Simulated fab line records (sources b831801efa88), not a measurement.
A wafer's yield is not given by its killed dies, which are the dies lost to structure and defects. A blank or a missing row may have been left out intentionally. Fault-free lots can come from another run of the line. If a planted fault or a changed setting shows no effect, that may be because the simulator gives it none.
The tool behind it: which one? | flow gf180mcu | 6 lots, 18 wafers sampled, at 1 step of a route of 602

WHAT THE GAUGES SHOWED, per wafer
GF_STI_THK_MEAS_24.
lot  | measured    | on           | STI_CVD_23_THK (nm)
L647 | day 2 19:56 | filmMetro-04 | 644 654 644
L649 | day 3 06:31 | filmMetro-03 | 657 653 644
L655 | day 4 13:50 | filmMetro-03 | 644 645 645
L659 | day 5 10:04 | filmMetro-04 | 662 643 652
L664 | day 6 12:47 | filmMetro-04 | 663 658 655
L666 | day 6 20:34 | filmMetro-03 | 641 647 653

WHICH TOOL RAN EACH LOT (tool, then ch and the chambers of the sampled wafers, then the start)
There is no process step in the record ahead of these readings.

THE ANSWER, worked out from the rows above alone
Rule: the usual values come from the lots themselves. The widest of any qualifying gaps counts: lots, ordered by their means at a reading, are off when they make up no more than a third of the lots, leave a main group of 4 or more, and stand apart from it by 3 or more times the standard deviation of that group's means. A main group is skipped when, at the precision printed for the reading in the tables above, its means are all equal. A lot without any number at a reading at which 4 lots or more have one is off too. The other lots that the step has rows for count as sound.
No lot is off at any reading shown: from this, nothing can be told.

WHAT THE SIMULATOR HAD INSERTED
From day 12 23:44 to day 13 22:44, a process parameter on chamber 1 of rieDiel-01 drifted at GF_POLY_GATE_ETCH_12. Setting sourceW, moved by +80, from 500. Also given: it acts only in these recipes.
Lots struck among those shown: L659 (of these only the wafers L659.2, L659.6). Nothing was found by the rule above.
